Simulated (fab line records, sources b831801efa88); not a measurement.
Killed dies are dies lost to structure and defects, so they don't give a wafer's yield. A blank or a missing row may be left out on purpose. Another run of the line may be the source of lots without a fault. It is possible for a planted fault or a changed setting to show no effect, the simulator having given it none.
fab line records ; flow gf180mcu
[record] lots = 14; wafers = 42; last_day = 34
route steps=602 shown MIM@509 V5@543 TOP_METAL@582 PASSIVATION@595
lots that met no fault: taken from a fault-free run of the same line
start_h: start of the lot's first displayed wafer, in hours after the record's first day ; wait_h: time in hours since the lot's previous step ; " as in the row above ; L1.1+2: a row that stands for several wafers ; - no value present, or no start provided ; * or withheld: withheld ; < > ~ a bound
route shown NAME@n: NAME is a module with steps in the file, n the number in the route of the first one ; usual: mean and standard deviation over wafers with no fault ; same: alike in all rows ; chamber/n: place in a boat ; sites: the reading at each site ; _std_site: how widely they spread, as a standard deviation ; _edge_site: the outer-site mean with the inner-site mean subtracted ; radius_mm: for every site, how far away it sits from the centre of the wafer ; mask NAME#n: copy n ; behind: the tool/chamber that last shaped the wafer ; hold: cause of the lot's hold/its duration in hours/its outcome ; device: the transistor (n, p or np) that didn't switch ; end of line: the same wafers' tests at the end of the route ; a step without rows: its recipe alone ; killed: the dies lost at the first sort to structure and to defects; this is not the yield of the wafer ; map: a wafer's dies, marking killed ones x, the rest . and places with no die _
set.NAME: setting as actually run; set.NAME@STEP: the setting as run at that earlier step ; model.NAME: the simulator's own value behind a step, which no gauge read
one table for each step of the route and one row for each wafer, over a sample of lots
services: from which hour (start_h, from the record's first day; less than 0 if before it) a tool's chamber was out of use, for how many hours, and why
[[steps]]
[step GF_MIM_THK_MEAS_06]
[recipe] reads = Si3N4_of_MIM_CVD_05
[usual] MIM_CVD_05_THK = 42.1/0.56
lot.wafer;tool;chamber;start_h;wait_h;MIM_CVD_05_THK[nm]
L210.1;film_metro-02;-;566.15;0.0;41.4
L210.2;film_metro-02;-;566.15;0.0;42.0
L210.5;film_metro-02;-;566.15;0.0;42.2
L211.1;film_metro-01;-;577.40;0.0;41.4
L211.4;film_metro-01;-;577.40;0.0;42.3
L211.6;film_metro-01;-;577.40;0.0;43.1
L212.1;film_metro-01;-;577.84;0.0;41.4
L212.3;film_metro-01;-;577.84;0.0;41.0
L212.5;film_metro-01;-;577.84;0.0;41.7
L213.1;film_metro-02;-;587.83;0.0;41.9
L213.2;film_metro-02;-;587.83;0.0;42.3
L213.4;film_metro-02;-;587.83;0.0;42.5
L216.1;film_metro-02;-;617.81;0.0;42.0
L216.3;film_metro-02;-;617.81;0.0;41.6
L216.5;film_metro-02;-;617.81;0.0;43.3
L217.1;film_metro-04;-;622.46;0.0;41.7
L217.2;film_metro-04;-;622.46;0.0;41.7
L217.5;film_metro-04;-;622.46;0.0;42.4
L218.1;film_metro-02;-;630.39;0.0;41.9
L218.5;film_metro-02;-;630.39;0.0;41.7
L218.6;film_metro-02;-;630.39;0.0;42.7
L219.2;film_metro-02;-;642.06;0.0;41.8
L219.3;film_metro-02;-;642.06;0.0;42.2
L219.6;film_metro-02;-;642.06;0.0;42.3
L220.2;film_metro-01;-;646.30;0.0;42.1
L220.4;film_metro-01;-;646.30;0.0;42.7
L220.6;film_metro-01;-;646.30;0.0;43.0
L221.4;film_metro-01;-;651.02;0.0;42.7
L221.5;film_metro-01;-;651.02;0.0;42.9
L221.6;film_metro-01;-;651.02;0.0;42.8
L224.2;film_metro-01;-;672.62;0.0;42.1
L224.4;film_metro-01;-;672.62;0.0;42.3
L224.6;film_metro-01;-;672.62;0.0;42.6
L225.1;film_metro-01;-;678.83;0.0;41.5
L225.3;film_metro-01;-;678.83;0.0;40.9
L225.4;film_metro-01;-;678.83;0.0;41.9
L226.1;film_metro-04;-;689.75;0.0;41.7
L226.3;film_metro-04;-;689.75;0.0;41.6
L226.6;film_metro-04;-;689.75;0.0;43.0
L233.2;film_metro-02;-;733.49;0.0;41.1
L233.3;film_metro-02;-;733.49;0.0;41.7
L233.6;film_metro-02;-;733.49;0.0;42.8
[step GF_V5_THK_MEAS_03]
[recipe] reads = SiO2_of_V5_CVD_02
[usual] V5_CVD_02_THK = 1446/24
lot.wafer;tool;chamber;start_h;wait_h;V5_CVD_02_THK[nm]
L210.1;film_metro-01;-;609.10;0.1;1467
L210.2;film_metro-01;-;609.10;0.1;1472
L210.5;film_metro-01;-;609.10;0.1;1492
L211.1;film_metro-02;-;621.33;0.1;1408
L211.4;film_metro-02;-;621.33;0.1;1437
L211.6;film_metro-02;-;621.33;0.1;1434
L212.1;film_metro-01;-;621.92;0.1;1472
L212.3;film_metro-01;-;621.92;0.1;1469
L212.5;film_metro-01;-;621.92;0.1;1483
L213.1;film_metro-02;-;630.72;0.1;1406
L213.2;film_metro-02;-;630.72;0.1;1413
L213.4;film_metro-02;-;630.72;0.1;1422
L216.1;film_metro-03;-;659.92;0.1;1441
L216.3;film_metro-03;-;659.92;0.1;1441
L216.5;film_metro-03;-;659.92;0.1;1482
L217.1;film_metro-02;-;664.32;0.1;1394
L217.2;film_metro-02;-;664.32;0.1;1412
L217.5;film_metro-02;-;664.32;0.1;1431
L218.1;film_metro-01;-;670.22;0.1;1426
L218.5;film_metro-01;-;670.22;0.1;1440
L218.6;film_metro-01;-;670.22;0.1;1440
L219.2;film_metro-03;-;681.98;0.1;1435
L219.3;film_metro-03;-;681.98;0.1;1430
L219.6;film_metro-03;-;681.98;0.1;1465
L220.2;film_metro-01;-;686.52;0.1;1414
L220.4;film_metro-01;-;686.52;0.1;1418
L220.6;film_metro-01;-;686.52;0.1;1434
L221.4;film_metro-03;-;690.90;0.0;1419
L221.5;film_metro-03;-;690.90;0.0;1447
L221.6;film_metro-03;-;690.90;0.0;1447
L224.2;film_metro-02;-;711.66;0.1;1425
L224.4;film_metro-02;-;711.66;0.1;1451
L224.6;film_metro-02;-;711.66;0.1;1455
L225.1;film_metro-02;-;717.15;0.1;1414
L225.3;film_metro-02;-;717.15;0.1;1426
L225.4;film_metro-02;-;717.15;0.1;1439
L226.1;film_metro-01;-;727.27;0.1;1430
L226.3;film_metro-01;-;727.27;0.1;1427
L226.6;film_metro-01;-;727.27;0.1;1444
L233.2;film_metro-02;-;768.08;0.1;1453
L233.3;film_metro-02;-;768.08;0.1;1425
L233.6;film_metro-02;-;768.08;0.1;1481
[step GF_TOP_METAL_OVL_MEAS_15]
[usual] TOP_METAL_OVL = 1.5/1.3
lot.wafer;tool;chamber;start_h;wait_h;TOP_METAL_OVL[nm]
L210.1;overlay-02;-;652.03;0.1;1.0
L210.2;overlay-02;-;652.03;0.1;3.3
L210.5;overlay-02;-;652.03;0.1;2.9
L211.1;overlay-01;-;663.42;0.1;2.1
L211.4;overlay-01;-;663.42;0.1;1.6
L211.6;overlay-01;-;663.42;0.1;0.4
L212.1;overlay-02;-;664.03;0.1;2.5
L212.3;overlay-02;-;664.03;0.1;3.6
L212.5;overlay-02;-;664.03;0.1;2.8
L213.1;overlay-02;-;671.75;0.1;1.8
L213.2;overlay-02;-;671.75;0.1;0.0
L213.4;overlay-02;-;671.75;0.1;0.4
L216.1;overlay-02;-;700.33;0.1;2.8
L216.3;overlay-02;-;700.33;0.1;2.1
L216.5;overlay-02;-;700.33;0.1;2.1
L217.1;overlay-02;-;704.47;0.1;1.8
L217.2;overlay-02;-;704.47;0.1;0.9
L217.5;overlay-02;-;704.47;0.1;1.7
L218.1;overlay-02;-;709.33;0.1;1.0
L218.5;overlay-02;-;709.33;0.1;4.6
L218.6;overlay-02;-;709.33;0.1;2.8
L219.2;overlay-01;-;720.91;0.1;0.6
L219.3;overlay-01;-;720.91;0.1;0.1
L219.6;overlay-01;-;720.91;0.1;0.1
L220.2;overlay-01;-;724.34;0.1;0.9
L220.4;overlay-01;-;724.34;0.1;-0.4
L220.6;overlay-01;-;724.34;0.1;0.5
L221.4;overlay-01;-;729.09;0.1;0.2
L221.5;overlay-01;-;729.09;0.1;-0.3
L221.6;overlay-01;-;729.09;0.1;1.6
L224.2;overlay-01;-;748.96;0.1;1.9
L224.4;overlay-01;-;748.96;0.1;3.3
L224.6;overlay-01;-;748.96;0.1;0.3
L225.1;overlay-02;-;753.98;0.1;1.9
L225.3;overlay-02;-;753.98;0.1;2.3
L225.4;overlay-02;-;753.98;0.1;0.2
L226.1;overlay-02;-;763.58;0.1;1.9
L226.3;overlay-02;-;763.58;0.1;1.5
L226.6;overlay-02;-;763.58;0.1;2.8
L233.2;overlay-02;-;801.18;0.1;2.0
L233.3;overlay-02;-;801.18;0.1;2.9
L233.6;overlay-02;-;801.18;0.1;2.6
[step GF_PASSIVATION_EXPOSE_08]
[recipe] mask_id = Pad; target_cd_nm = 40000; na = 0.57; dose_mj = 310
[usual] exposure_dose_mJ_cm2 = 309.9/0.34; focus_offset_nm = 0.0/0.48
lot.wafer;tool;chamber;start_h;wait_h;mask;exposure_dose_mJ_cm2;focus_offset_nm
L210.1;iline_stepper-02;0;663.00;-;Pad#0;309.3;-0.1
L210.2;iline_stepper-02;0;663.00;-;Pad#0;309.7;-0.1
L210.5;iline_stepper-02;0;663.00;-;Pad#0;310.0;-0.7
L211.1;iline_stepper-02;0;674.05;-;Pad#0;309.7;0.5
L211.4;iline_stepper-02;0;674.05;-;Pad#0;309.8;0.6
L211.6;iline_stepper-02;0;674.05;-;Pad#0;309.9;0.0
L212.1;iline_stepper-02;0;674.96;-;Pad#0;309.3;-0.4
L212.3;iline_stepper-02;0;674.96;-;Pad#0;309.5;-0.1
L212.5;iline_stepper-02;0;674.96;-;Pad#0;309.3;-0.2
L213.1;iline_stepper-02;0;682.75;-;Pad#0;309.7;0.1
L213.2;iline_stepper-02;0;682.75;-;Pad#0;309.5;-0.2
L213.4;iline_stepper-02;0;682.75;-;Pad#0;309.8;0.3
L216.1;iline_stepper-01;0;710.22;-;Pad#0;309.9;0.0
L216.3;iline_stepper-01;0;710.22;-;Pad#0;310.3;-0.2
L216.5;iline_stepper-01;0;710.22;-;Pad#0;309.8;-1.0
L217.1;iline_stepper-01;0;714.86;-;Pad#0;310.3;-0.1
L217.2;iline_stepper-01;0;714.86;-;Pad#0;309.9;-0.2
L217.5;iline_stepper-01;0;714.86;-;Pad#0;309.8;0.2
L218.1;iline_stepper-01;0;720.11;-;Pad#0;309.3;0.6
L218.5;iline_stepper-01;0;720.11;-;Pad#0;309.7;0.1
L218.6;iline_stepper-01;0;720.11;-;Pad#0;309.4;-0.1
L219.2;iline_stepper-02;0;730.65;-;Pad#0;310.1;0.2
L219.3;iline_stepper-02;0;730.65;-;Pad#0;310.0;0.4
L219.6;iline_stepper-02;0;730.65;-;Pad#0;309.7;0.2
L220.2;iline_stepper-01;0;734.27;-;Pad#0;310.4;0.4
L220.4;iline_stepper-01;0;734.27;-;Pad#0;310.5;0.6
L220.6;iline_stepper-01;0;734.27;-;Pad#0;310.1;0.2
L221.4;iline_stepper-01;0;739.17;-;Pad#0;309.8;0.3
L221.5;iline_stepper-01;0;739.17;-;Pad#0;309.5;-0.1
L221.6;iline_stepper-01;0;739.17;-;Pad#0;309.7;-1.0
L224.2;iline_stepper-02;-;758.07;-;Pad#0;-;-
L224.4;iline_stepper-02;-;758.07;-;Pad#0;-;-
L224.6;iline_stepper-02;-;758.07;-;Pad#0;-;-
L225.1;iline_stepper-02;-;763.67;-;Pad#0;-;-
L225.3;iline_stepper-02;-;763.67;-;Pad#0;-;-
L225.4;iline_stepper-02;-;763.67;-;Pad#0;-;-
L226.1;iline_stepper-01;0;772.70;-;Pad#0;309.7;-1.0
L226.3;iline_stepper-01;0;772.70;-;Pad#0;310.1;0.2
L226.6;iline_stepper-01;0;772.70;-;Pad#0;310.4;-0.4
L233.2;iline_stepper-01;0;809.69;-;Pad#0;310.0;0.5
L233.3;iline_stepper-01;0;809.69;-;Pad#0;310.2;0.2
L233.6;iline_stepper-01;0;809.69;-;Pad#0;310.7;-0.5
[[services]]
tool;chamber;start_h;hours;kind
iline_stepper-01;0;656.44;-;calibration
iline_stepper-02;0;696.56;-;calibration
iline_stepper-01;-;727.67;1.7;pm
iline_stepper-02;-;788.32;2.1;pm
iline_stepper-02;-;790.41;-;consumable_replace:lamp
iline_stepper-02;-;803.37;1.7;pm
[[key]]
[first_sign] step = GF_PASSIVATION_EXPOSE_08; reading = tool_record; direction = missing
effect none on later readings
met_at GF_PASSIVATION_EXPOSE_08
struck_lots L224,L225
later_rows_left_out L224.2,L224.4,L224.6,L225.1,L225.3,L225.4
sort_left_out L224.2,L224.4,L224.6,L225.1,L225.3,L225.4
not_acting_at GF_MIM_THK_MEAS_06,GF_V5_THK_MEAS_03,GF_TOP_METAL_OVL_MEAS_15
onset_between 730.65 758.07
[fault] kind = skipped_step_whole; tool = iline_stepper-02; chamber = -; onset_h = 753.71; steps = GF_PASSIVATION_EXPOSE_08; scope = struck_lots_only
// sort_left_out: the simulated sort isn't trusted on such a fault, so these wafers' sort isn't shown, and their yield isn't known
// later_rows_left_out: the simulator's readings of these wafers behind a module that went badly wrong aren't trusted and aren't shown, but for the sort
